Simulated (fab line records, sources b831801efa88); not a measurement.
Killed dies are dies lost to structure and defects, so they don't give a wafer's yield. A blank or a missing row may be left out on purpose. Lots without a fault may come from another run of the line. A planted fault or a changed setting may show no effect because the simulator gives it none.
Tool commonality check | flow sky130 | 11 lots, 33 wafers sampled

WHY IT WAS OPENED
At SKY_POLY_GATE_THK_MEAS_01 the reading POLY_GATE_CVD_00_THK is flagged on 2 of 11 lots. Wafers without a fault read 180.7 nm, standard deviation 1.3.
Rule: a lot is flagged when every wafer of it that has a number lies more than 4 standard deviations from that mean, or none has a number. The other lots count as sound.

lot  | measured     | on            | POLY_GATE_CVD_00_THK (nm), wafer by wafer | flag
L724 | day 13 13:36 | film_metro-04 | 181.3 182.1 181.6                         |
L725 | day 13 17:58 | film_metro-02 | 182.5 182.7 183.3                         |
L727 | day 14 10:56 | film_metro-04 | 179.4 179.0 179.1                         |
L728 | day 14 20:36 | film_metro-01 | 179.7 180.3 179.8                         |
L731 | day 16 03:14 | film_metro-02 | 179.9 181.1 181.6                         |
L734 | day 17 05:34 | film_metro-01 | 181.7 181.7 182.3                         |
L735 | day 17 19:39 | film_metro-02 | 180.6 183.2 181.8                         |
L737 | day 18 07:55 | film_metro-02 | 160.2 161.0 162.8                         | FLAGGED
L738 | day 18 23:39 | film_metro-04 | 161.4 162.5 161.4                         | FLAGGED
L743 | day 22 09:04 | film_metro-02 | 179.8 178.8 179.6                         |
L747 | day 22 13:04 | film_metro-01 | 179.6 179.4 179.6                         |
The numbers of the flagged lots are 161.6 nm on average: -19.1 nm against the usual, or -15 standard deviations.

WHICH TOOL RAN EACH LOT
The record holds 1 process step before the reading, out of a route of 708 steps. In each cell: the tool, then ch and the chambers that the sampled wafers went through, then the start.
lot  | flag    | SKY_POLY_GATE_CVD_00
L724 |         | lpcvd-01 ch 1, day 13 12:24
L725 |         | lpcvd-01 ch 1, day 13 16:44
L727 |         | lpcvd-01 ch 1, day 14 09:43
L728 |         | lpcvd-01 ch 0, day 14 19:24
L731 |         | lpcvd-01 ch 1, day 16 02:01
L734 |         | lpcvd-01 ch 1, day 17 04:22
L735 |         | lpcvd-01 ch 0, day 17 18:26
L737 | FLAGGED | lpcvd-01 ch 0, day 18 06:43
L738 | FLAGGED | lpcvd-01 ch 0, day 18 22:25
L743 |         | lpcvd-01 ch 1, day 22 07:52
L747 |         | lpcvd-01 ch 1, day 22 11:52
What these steps do:
- SKY_POLY_GATE_CVD_00: deposits poly-Si, target thk 180 nm, time 720 s.
- SKY_POLY_GATE_THK_MEAS_01

FLAGGED OVER TOTAL, TOOL BY TOOL (the gauges that took the reading come last)
step                      | tool          | lots run | flagged | share of the flagged lots | sound lots run after its first flagged lot
SKY_POLY_GATE_CVD_00      | lpcvd-01      | 11       | 2       | all                       | 2 (L743,L747)
SKY_POLY_GATE_THK_MEAS_01 | film_metro-01 | 3        | 0       | none                      | -
SKY_POLY_GATE_THK_MEAS_01 | film_metro-02 | 5        | 1       | some                      | 1 (L743)
SKY_POLY_GATE_THK_MEAS_01 | film_metro-04 | 3        | 1       | some                      | 0

WHAT THE TABLE ALLOWS
1 row of the table ran every flagged lot: lpcvd-01 at SKY_POLY_GATE_CVD_00.
- lpcvd-01 at SKY_POLY_GATE_CVD_00: 2 of its 11 lots flagged. Sound lots ran on it after the first flagged one (L743, L747), which a lasting fault on the whole tool wouldn't allow.
No row of the table ran every flagged lot and no sound lot after the first.

WHAT THE SIMULATOR HAD PUT IN
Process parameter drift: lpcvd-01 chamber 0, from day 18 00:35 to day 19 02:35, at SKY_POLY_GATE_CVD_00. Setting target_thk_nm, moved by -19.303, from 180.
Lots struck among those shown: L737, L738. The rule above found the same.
